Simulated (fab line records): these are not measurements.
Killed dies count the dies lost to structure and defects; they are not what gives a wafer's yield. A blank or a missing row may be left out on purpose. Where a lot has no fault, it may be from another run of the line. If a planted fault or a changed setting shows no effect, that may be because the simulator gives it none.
What tool caused it?	flow sky130	7 lots, 21 wafers sampled, at 2 steps of a route of 708

WHAT EACH GAUGE READ, for each wafer
SKY_GATE_OXIDE_THK_MEAS_02.
lot	measured	on	GATE_OXIDE_OXIDATION_00_THK (nm)
L192	day 13 12:29	film_metro-03	10.19 10.42 10.45
L194	day 14 02:37	film_metro-03	9.95 10.15 10.07
L196	day 14 19:11	film_metro-04	10.57 10.49 10.38
L203	day 17 04:00	film_metro-01	9.32 9.20 9.41
L207	day 18 12:09	film_metro-01	10.34 10.24 10.31
L212	day 20 03:34	film_metro-03	10.14 9.86 10.30
L214	day 20 20:47	film_metro-03	10.36 10.28 10.28

EACH LOT AND THE TOOL THAT RAN IT (in order: tool; ch and the chambers of the sampled wafers; start)
lot	SKY_GATE_OXIDE_OXIDATION_01
L192	furnace-01 ch 0, day 13 11:05
L194	furnace-02 ch 0, day 14 01:11
L196	furnace-02 ch 0, day 14 17:46
L203	furnace-01 ch 0, day 17 02:35
L207	furnace-02 ch 0, day 18 10:44
L212	furnace-02 ch 0, day 20 02:09
L214	furnace-01 ch 0, day 20 19:21
- SKY_GATE_OXIDE_OXIDATION_01: stabilise 600 s, purge 300 s, target thk 10.268 nm.

THE ANSWER, worked out from the rows above alone
Rule: usual is defined by the lots themselves. The widest of any qualifying gaps counts: lots, ordered by their means at a reading, are off when they make up no more than a third of the lots, leave a main group of 4 or more, and stand apart from it by 3 or more times the standard deviation of that group's means. If all means in a main group match to the digits the tables above print for the reading, that group is not used. A lot without any number at a reading at which 4 lots or more have one is off too. All remaining lots with rows at the step are treated as sound.
Off: L203, seen at SKY_GATE_OXIDE_THK_MEAS_02 (GATE_OXIDE_OXIDATION_00_THK). Main group: mean 10.27 nm, sd 0.15.
If a tool, at a process step before that reading, ran all the lots that are off and no sound lot after the first of them, it fits. Those tools and the gauges at SKY_GATE_OXIDE_THK_MEAS_02 are tried in the same way. Of those tried, none fits.

WHAT THE SIMULATOR HAD INSERTED
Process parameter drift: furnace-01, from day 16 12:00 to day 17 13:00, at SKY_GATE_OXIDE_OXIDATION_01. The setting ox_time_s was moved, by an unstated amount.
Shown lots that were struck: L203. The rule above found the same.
